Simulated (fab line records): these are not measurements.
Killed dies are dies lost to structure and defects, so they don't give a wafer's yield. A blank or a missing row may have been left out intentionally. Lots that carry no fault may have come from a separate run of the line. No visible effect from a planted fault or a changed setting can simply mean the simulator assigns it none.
Matching of chambers || flow sfqLine || SFQ_TRILAYER_A5C_DEP_PECVD_142 on pecvd-02: 3 sister chambers
The step deposits SiO2 from SiH4/N2O, time 15.556 s, target thk 70 nm. 3 wafers are shown with their chamber, then 7 later ones without.

WAFERS, EACH WITH ITS CHAMBER
{"wafer": "L401.3", "chamber": 2, "showerheadVppV (V)": 837}
{"wafer": "L403.1", "chamber": 1, "showerheadVppV (V)": 860}
{"wafer": "L403.4", "chamber": 0, "showerheadVppV (V)": 799}

WAFERS WHOSE CHAMBER IS MISSING
{"wafer": "L403.5", "showerheadVppV (V)": 868}
{"wafer": "L406.2", "showerheadVppV (V)": 839}
{"wafer": "L406.3", "showerheadVppV (V)": 835}
{"wafer": "L406.5", "showerheadVppV (V)": 846}
{"wafer": "L408.1", "showerheadVppV (V)": 838}
{"wafer": "L408.3", "showerheadVppV (V)": 881}
{"wafer": "L408.5", "showerheadVppV (V)": 861}

CHAMBER TAKEN BY EACH
{"wafer": "L403.5", "from the rows above": 1, "in truth": 1}
{"wafer": "L406.2", "from the rows above": 2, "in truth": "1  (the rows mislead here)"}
{"wafer": "L406.3", "from the rows above": 2, "in truth": 2}
{"wafer": "L406.5", "from the rows above": "can't be placed: 2 or 1", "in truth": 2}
{"wafer": "L408.1", "from the rows above": 2, "in truth": 2}
{"wafer": "L408.3", "from the rows above": 1, "in truth": 1}
{"wafer": "L408.5", "from the rows above": 1, "in truth": 1}
Correctly placed: 5 of 7. Not placeable from these rows: 1 (in 1, the candidates include the true chamber). Wrongly placed: 1.
How it was worked out, from the rows above alone: a wafer's distance from a chamber is the root of the sum, over the readings, of the square of ((its reading less the chamber's mean) divided by the reading's scatter). The wafer belongs to the nearest chamber; if the next one is less than 2 further off, it can't be placed. For every chamber, the mean is computed from those of its wafers that are shown. The scatter: with one shown wafer a chamber, the root of the mean of the squares of how far each hidden wafer lies from its nearest shown one.
